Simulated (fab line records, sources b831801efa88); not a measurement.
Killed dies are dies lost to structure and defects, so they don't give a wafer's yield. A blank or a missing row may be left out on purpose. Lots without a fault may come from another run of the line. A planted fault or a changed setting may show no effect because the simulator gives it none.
Problem report in the 8D (eight disciplines) form, filled by code | flow sky130 | the parts of the form that need people (team, actions taken, sign-off) are left out

1. THE PROBLEM
oes_product_au at SKY_METAL5_METAL_ETCH_15 reads a mean of 0.786 a.u. on 2 wafers of 2 lots; wafers without a fault read 0.894 a.u. with a standard deviation of 0.0049. That is -22 standard deviations from the usual mean.
The step: etches the open film in Cl2/BCl3, stops on SiO2, target depth 1260 nm, time 252 s.
First seen on wafer L543.1, day 48 23:09, on rie_metal-02. The record holds 30 wafers of 10 lots with a number at this step. Rule for "out", or "out of limits": more than 4 standard deviations from the usual mean. The other wafers with a number count as sound.

2. WHAT IT IS AND WHAT IT IS NOT
question                    | is                | is not
which readings at this step | oes_product_au    | drypump_motor_current_A, throttle_valve_pct
which lots                  | L543, L545        | L527, L530, L533, L539, L541, L542, L544, L548
which wafers of those lots  | L543.1, L545.2    | L543.5, L543.6, L545.3, L545.6
read on which tools         | rie_metal-02      | rie_metal-03, rie_metal-04
when                        | from day 48 23:09 | up to then (20 sound wafers); but 8 sound wafers of L544, L545, L548 came after

3. SUSPECTS, AND WHAT RULES EACH OUT
Counting: a tool at a process step up to the reading stays a suspect if it ran every lot that is out. Sound lots after the first of them don't rule it out here, since some wafers of a struck lot are sound.
- rie_metal-02 at SKY_METAL5_METAL_ETCH_15 (etches the open film in Cl2/BCl3, stops on SiO2, target depth 1260 nm, time 252 s): kept. It ran every lot that is out, first L543 (day 48 23:09); its last sound lot up to then is L541 (day 48 17:24). Its own readings are out on those wafers: oes_product_au.
Left after counting: rie_metal-02 at SKY_METAL5_METAL_ETCH_15.

4. THE CAUSE (what the simulator had put in)
Process parameter drift: rie_metal-02, from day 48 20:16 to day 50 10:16, at SKY_METAL5_METAL_ETCH_15. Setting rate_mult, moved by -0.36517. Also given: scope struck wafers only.
Counting left only this tool.

5. THE CHAIN OF EFFECTS, in route order
Each row: a reading whose mean over the struck wafers that have a number lies more than 3 standard deviations from the usual. Only readings for which the record gives a usual standard deviation are gone through. hours: the time from each lot's start at the first step in this table that gives one to its start at this step, as a median over the lots. sigmas: the change in usual standard deviations.
hours | step                     | reading                  | usual      | on struck wafers | change | sigmas
0     | SKY_METAL5_METAL_ETCH_15 | oes_product_au           | 0.894 a.u. | 0.786            | -0.108 | -22
0     | SKY_METAL5_STRIP_16      | strip_time_to_endpoint_s | 13.01 s    | 16.16            | +3.15  | +32
39    | SKY_PAD_OPEN_PROBE_99    | defect_limited_yield     | 82.3 %     | 0.0              | -82.3  | -46
39    | SKY_PAD_OPEN_PROBE_99    | killed_at_M4_up          | 3.2        | 400.5            | +397.3 | +99 or more
39    | SKY_PAD_OPEN_PROBE_99    | killed_dies              | 87         | 492              | +405   | +46
39    | SKY_PAD_OPEN_PROBE_99    | killed_on_rim            | 16         | 96               | +80    | +22
39    | SKY_PAD_OPEN_PROBE_99    | sort_bin_5_function      | 10.5 %     | 91.9             | +81.4  | +58
39    | SKY_PAD_OPEN_PROBE_99    | sort_n_pass              | 405        | 0                | -405   | -46
39    | SKY_PAD_OPEN_PROBE_99    | sort_yield_pct           | 82.3 %     | 0.0              | -82.3  | -46
The process steps in it:
- SKY_METAL5_METAL_ETCH_15: etches the open film in Cl2/BCl3, stops on SiO2, target depth 1260 nm, time 252 s.
- SKY_METAL5_STRIP_16: strips in O2/N2.
- SKY_PAD_OPEN_PROBE_99

6. WHAT WOULD HAVE CAUGHT IT SOONER
In this record the first reading out of limits was taken at day 48 23:09, 3 hours after the fault began at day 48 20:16.
